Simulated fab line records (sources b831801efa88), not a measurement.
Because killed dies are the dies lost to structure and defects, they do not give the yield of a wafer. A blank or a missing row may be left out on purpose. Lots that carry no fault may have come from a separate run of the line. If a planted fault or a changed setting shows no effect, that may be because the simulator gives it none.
Shared-tool check + flow sky130 + Sampled: 13 lots, 39 wafers

## REASON FOR OPENING
2 of 13 lots carry a flag on the reading LDD_HVN_TW at SKY_LDD_HVN_TW_MEAS_10. Fault-free wafers read 1434, with a standard deviation of 9.4.
Rule: a lot is flagged in two cases, either no wafer of it has a number, or all its wafers with numbers fall more than 4 standard deviations from that mean. The other lots count as sound.

| lot  | measured     | on           | LDD_HVN_TW, wafer by wafer | flag    |
|------|--------------|--------------|----------------------------|---------|
| L355 | day 20 00:56 | filmMetro-02 | 1425 1426 1425             |         |
| L356 | day 20 07:59 | filmMetro-03 | 1426 1427 1416             |         |
| L358 | day 21 01:16 | filmMetro-03 | 1438 1432 1443             |         |
| L359 | day 21 09:17 | filmMetro-04 | 1430 1434 1437             |         |
| L361 | day 22 04:19 | filmMetro-04 | 1446 1435 1440             |         |
| L362 | day 22 12:47 | filmMetro-03 | 1427 1432 1427             |         |
| L363 | day 22 21:40 | filmMetro-04 | 1441 1440 1437             |         |
| L369 | day 25 02:35 | filmMetro-04 | 1289 1288 1286             | FLAGGED |
| L371 | day 25 15:49 | filmMetro-04 | 1292 1289 1292             | FLAGGED |
| L378 | day 28 19:13 | filmMetro-02 | 1421 1424 1422             |         |
| L375 | day 28 20:26 | filmMetro-04 | 1447 1443 1438             |         |
| L374 | day 28 22:20 | filmMetro-02 | 1420 1429 1431             |         |
| L377 | day 29 03:54 | filmMetro-02 | 1418 1419 1421             |         |
On average the flagged lots' numbers are 1289, which is -145 against the usual, or -15 standard deviations.

## WHICH TOOL RAN EACH LOT
Before the reading, the record contains 2 process steps out of a 708-step route. Read each cell as the tool, then ch plus the chambers that the sampled wafers visited, then the start.
| lot  | flag    | SKY_LDD_P_STRIP_10                  | SKY_LDD_HVN_IMPLANT_08          |
|------|---------|-------------------------------------|---------------------------------|
| L355 |         | plasmaAsher-03 ch 0,1, day 18 17:14 | implanter-04 ch 0, day 20 00:43 |
| L356 |         | plasmaAsher-01 ch 0,1, day 19 00:16 | implanter-01 ch 0, day 20 07:46 |
| L358 |         | plasmaAsher-03 ch 1, day 19 19:38   | implanter-01 ch 0, day 21 01:01 |
| L359 |         | plasmaAsher-01 ch 0,1, day 20 02:23 | implanter-04 ch 0, day 21 09:02 |
| L361 |         | plasmaAsher-03 ch 0,1, day 20 21:53 | implanter-04 ch 0, day 22 04:04 |
| L362 |         | plasmaAsher-03 ch 0,1, day 21 06:22 | implanter-02 ch 0, day 22 12:34 |
| L363 |         | plasmaAsher-01 ch 0,1, day 21 14:50 | implanter-01 ch 0, day 22 21:26 |
| L369 | FLAGGED | plasmaAsher-03 ch 0,1, day 23 20:29 | implanter-01 ch 0, day 25 02:20 |
| L371 | FLAGGED | plasmaAsher-03 ch 0,1, day 24 10:02 | implanter-01 ch 0, day 25 15:34 |
| L378 |         | plasmaAsher-03 ch 0,1, day 27 15:14 | implanter-01 ch 0, day 28 18:58 |
| L375 |         | plasmaAsher-01 ch 0,1, day 27 15:53 | implanter-04 ch 0, day 28 20:13 |
| L374 |         | plasmaAsher-03 ch 0,1, day 27 17:44 | implanter-04 ch 0, day 28 22:06 |
| L377 |         | plasmaAsher-01 ch 0,1, day 27 23:02 | implanter-01 ch 0, day 29 03:40 |
What is done by these steps:
- SKY_LDD_P_STRIP_10: strips in O2/N2.
- SKY_LDD_HVN_IMPLANT_08
- SKY_LDD_HVN_TW_MEAS_10

## FLAGGED OVER TOTAL, TOOL BY TOOL (the gauges that took the reading come last)
| step                   | tool           | lots run | flagged | share of the flagged lots | sound lots run after its first flagged lot |
|------------------------|----------------|----------|---------|---------------------------|--------------------------------------------|
| SKY_LDD_P_STRIP_10     | plasmaAsher-01 | 5        | 0       | none                      | -                                          |
| SKY_LDD_P_STRIP_10     | plasmaAsher-03 | 8        | 2       | all                       | 2 (L378,L374)                              |
| SKY_LDD_HVN_IMPLANT_08 | implanter-01   | 7        | 2       | all                       | 2 (L378,L377)                              |
| SKY_LDD_HVN_IMPLANT_08 | implanter-02   | 1        | 0       | none                      | -                                          |
| SKY_LDD_HVN_IMPLANT_08 | implanter-04   | 5        | 0       | none                      | -                                          |
| SKY_LDD_HVN_TW_MEAS_10 | filmMetro-02   | 4        | 0       | none                      | -                                          |
| SKY_LDD_HVN_TW_MEAS_10 | filmMetro-03   | 3        | 0       | none                      | -                                          |
| SKY_LDD_HVN_TW_MEAS_10 | filmMetro-04   | 6        | 2       | all                       | 1 (L375)                                   |

## THE TABLE: WHAT IT ALLOWS
3 rows of the table ran every flagged lot: plasmaAsher-03 at SKY_LDD_P_STRIP_10, implanter-01 at SKY_LDD_HVN_IMPLANT_08, filmMetro-04 at SKY_LDD_HVN_TW_MEAS_10.
- plasmaAsher-03 at SKY_LDD_P_STRIP_10 ran 8 lots, 2 of them flagged. Sound lots followed the first flagged one (L378, L374) on it, something a lasting fault affecting the whole tool could not allow.
- implanter-01 at SKY_LDD_HVN_IMPLANT_08 ran 7 lots, 2 of them flagged. Sound lots followed the first flagged one (L378, L377) on it, something a lasting fault affecting the whole tool could not allow. Its own readings lie more than 4 standard deviations out on every wafer of the flagged lots: tiltDeg.
- filmMetro-04 at SKY_LDD_HVN_TW_MEAS_10 ran 6 lots, 2 of them flagged. Sound lots followed the first flagged one (L375) on it, something a lasting fault affecting the whole tool could not allow.
Every row of the table either missed a flagged lot or ran a sound lot after the first.

## WHAT HAD BEEN PUT IN BY THE SIMULATOR
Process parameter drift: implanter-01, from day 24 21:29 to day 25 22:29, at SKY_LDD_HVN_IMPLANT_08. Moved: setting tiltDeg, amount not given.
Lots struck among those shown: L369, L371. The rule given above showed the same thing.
